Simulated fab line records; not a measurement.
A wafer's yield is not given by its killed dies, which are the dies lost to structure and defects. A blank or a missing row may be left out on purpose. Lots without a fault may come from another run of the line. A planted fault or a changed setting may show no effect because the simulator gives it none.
Matching of chambers | flow sky130 | SKY_SONOS_ONO_ETCH_15 on rie_diel-01 has 4 sister chambers
The step etches the open film in CHF3/O2, target depth 19.52 nm, time 7.8 s. 4 wafers are shown with their chamber, then 8 later ones without.

== WAFERS, EACH WITH ITS CHAMBER ==
wafer  | chamber | drypump_motor_current_A (A)
L085.5 | 0       | 5.7
L086.1 | 2       | 5.6
L086.6 | 3       | 6.2
L090.1 | 1       | 6.1

== WAFERS WHOSE CHAMBER IS MISSING ==
wafer  | drypump_motor_current_A (A)
L090.3 | 6.2
L090.6 | 5.5
L095.1 | 5.7
L095.2 | 5.6
L095.4 | 6.2
L097.1 | 5.6
L097.4 | 6.2
L097.6 | 6.2

== CHAMBER TAKEN BY EACH ==
wafer  | from the rows above | in truth
L090.3 | 3                   | 3
L090.6 | 2                   | 2
L095.1 | 0                   | 0
L095.2 | 2                   | 2
L095.4 | 3                   | 3
L097.1 | 2                   | 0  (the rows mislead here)
L097.4 | 3                   | 3
L097.6 | 3                   | 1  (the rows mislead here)
Correctly placed: 6 of 8. Can't be placed from these rows: 0. Wrongly placed: 2.
How it was worked out, from the rows above alone: a wafer's distance from a chamber is the root of the sum, over the readings, of the square of ((its reading less the chamber's mean) divided by the reading's scatter). If the next closest chamber is less than 2 further off than the closest, the wafer can't be placed; otherwise it belongs to the closest. A chamber's mean is the mean of its shown wafers. The scatter: with one shown wafer a chamber, the root of the mean of the squares of how far each hidden wafer lies from its nearest shown one.
